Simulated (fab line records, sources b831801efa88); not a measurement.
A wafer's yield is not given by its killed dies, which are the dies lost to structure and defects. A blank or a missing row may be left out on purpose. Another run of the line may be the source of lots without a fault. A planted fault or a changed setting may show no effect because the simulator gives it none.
2 desks, one fault | flow gf180mcu | numbers are kept per desk, each desk with only its own; the story behind them comes last

AT THE TOOL OWNER'S DESK: pvd-sputter-03
At GF_M2_SPUTTER_01 (material TiN, target thk 30 nm, time 25 s) the tool's own readings: per lot run on this tool, the mean of the sampled wafers that have a number. If a lot's mean is further than 4 standard deviations from the usual mean, the lot is out of limits and carries the mark OUT (the distance appears in the brackets).
Columns: A = cathode-dc-power-W at GF_M2_SPUTTER_01, usual 6500.1 W; B = throttle-valve-pct at GF_M2_SPUTTER_01, usual 30.1 %
lot  | first seen here | A                        | B
L280 | day 18 01:41    | 6500.4                   | 29.1
L291 | day 22 07:26    | 6733.0 (+99 or more) OUT | 30.1
This desk's verdict: out of limits on L291, starting with L291 at day 22 07:26 (cathode-dc-power-W at GF_M2_SPUTTER_01). L280 stayed within limits.

THE METROLOGY DESK
Lot by lot, what the gauges showed, no matter which tool ran the lot: averages of those sampled wafers that carry a number. If a lot's mean is further than 4 standard deviations from the usual mean, the lot is out of limits and carries the mark OUT (the distance appears in the brackets).
Columns: A = V1_W_RS at GF_V1_RS_MEAS_24, usual 0.328 ohm/sq; B = V1_W_THK at GF_V1_THK_MEAS_25, usual 348 nm
lot  | first seen here | A     | B
L280 | day 18 01:08    | 0.326 | 349
L291 | day 22 06:51    | 0.323 | 352
L299 | day 25 01:33    | 0.328 | 344
L302 | day 25 23:53    | 0.332 | 346
L303 | day 26 06:16    | 0.331 | 345
Result from this desk: across the 5 lots, nothing is out of limits.

TAKEN TOGETHER
At day 22 07:26, on L291, the tool owner's desk was in a position to raise an alarm.
From the metrology desk's view, nothing was out of limits.
The metrology desk holds a record of L291, inside its limits.
Of the lots named, all ran GF_M2_SPUTTER_01 on pvd-sputter-03.

WHAT THE SIMULATOR PUT IN
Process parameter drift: pvd-sputter-03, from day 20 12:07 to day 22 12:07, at GF_M2_SPUTTER_01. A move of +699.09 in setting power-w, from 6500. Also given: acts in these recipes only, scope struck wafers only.
Struck lots among those shown: L291.
Time in hours from fault onset to the first out-of-limits reading at each desk: the tool owner's desk, 43.
